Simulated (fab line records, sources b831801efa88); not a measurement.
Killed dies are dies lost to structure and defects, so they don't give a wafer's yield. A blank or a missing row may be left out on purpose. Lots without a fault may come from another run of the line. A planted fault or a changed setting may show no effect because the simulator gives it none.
A struck lot beside a sound one | flow sky130 | 15 steps out of a route of 708
Sound: wafers L923.3, L923.4, L923.6. Struck: wafers L919.1, L919.3, L919.5. The cause comes at the end.
At each step with rows: each side's tool, then ch and its chambers, then its first start. Under that, the readings that differ: sound wafers | struck wafers | difference of the means | sigmas: that difference in standard deviations of wafers without a fault.
alike: readings whose means differ by less than 2 such deviations, and words and numbers that are the same on both sides. not compared: withheld readings, readings that some wafer has no value for, bounds like >300 that may hide the same value, and numbers for which the record gives no deviation and whose values overlap.
The two part at a step that has a row with sigmas, a row that says differs or no value, or rows on one side only. Numbers that don't overlap but have no deviation are shown without sigmas and don't part them. A reading that every wafer of one side lacks parts them only if that side has two wafers or more.

first, 7 steps without rows for these wafers: SKY_LDD_LDN_DEHYDRATE_00 (time 60 s); SKY_LDD_LDN_HMDS_01 (prime time 60 s); SKY_LDD_LDN_COAT_02 (resist thk 1140 nm); SKY_LDD_LDN_SOFTBAKE_03 (time 60 s); SKY_LDD_LDN_EXPOSE_04 (exposes mask LDNTM, target cd 700 nm); SKY_LDD_LDN_PEB_05; SKY_LDD_LDN_DEVELOP_06 (develop time 60 s).
SKY_LDD_LDN_OVL_MEAS_07:
  sound on overlay-02, day 30 01:08; struck on overlay-02, day 28 14:05
  alike: LDD_LDN_OVL
then, 4 steps without rows for these wafers: SKY_LDD_LDN_IMPLANT_08; SKY_LDD_LDN_IMPLANT_09; SKY_LDD_LDN_IMPLANT_10; SKY_LDD_LDN_IMPLANT_11.
SKY_LDD_LDN_STRIP_12: strips in O2/N2.
  sound on plasma_asher-03 ch 0,1, day 30 01:47; struck on plasma_asher-04 ch 0,1, day 28 14:44
  no value came back on the struck wafers for chamber_pressure_mTorr (mTorr), drypump_motor_current_A (A), oes_product_au (a.u.), strip_time_to_endpoint_s (s); on the sound wafers chamber_pressure_mTorr (mTorr) reads 1500.5 1501.3 1501.2
  reading                                      | sound | struck         | difference | sigmas
  model.NOVOLAK_of_LDD_LDN_COAT_02.thk_nm (nm) | 0 0 0 | 1141 1146 1143 | +1143      |
  not compared: rf_hours_counter_h
SKY_LDD_LDN_TW_MEAS_13:
  sound on film_metro-03, day 30 01:53; struck on film_metro-04, day 28 14:50
  alike: LDD_LDN_TW
-- the record jumps here: 21 days lie between the struck wafers' starts before and after (it left off in module LDD_LDN and takes up again in module PAD_OPEN, whose first step shown is number 708 of the route) --
SKY_PAD_OPEN_PROBE_99:
  sound on prober-02, day 50 08:41; struck on prober-01, day 49 14:15
  reading             | sound     | struck      | difference | sigmas
  killed_at_front_end | 9 17 15   | 422 425 429 | +412       | +96
  killed_dies         | 89 84 102 | 492 492 492 | +400       | +46
  killed_on_rim       | 21 17 20  | 96 96 96    | +77        | +21
  alike: killed_at_M0_to_M3, killed_at_M4_up, killed_at_contacts, killed_at_other, killed_open, killed_short

WHERE THEY PART
First at SKY_LDD_LDN_STRIP_12; last, within this record, at SKY_PAD_OPEN_PROBE_99.

WHY: what the simulator had put in
Skipped step whole: plasma_asher-04, from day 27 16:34 on, at SKY_LDD_LDN_STRIP_12. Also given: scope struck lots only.
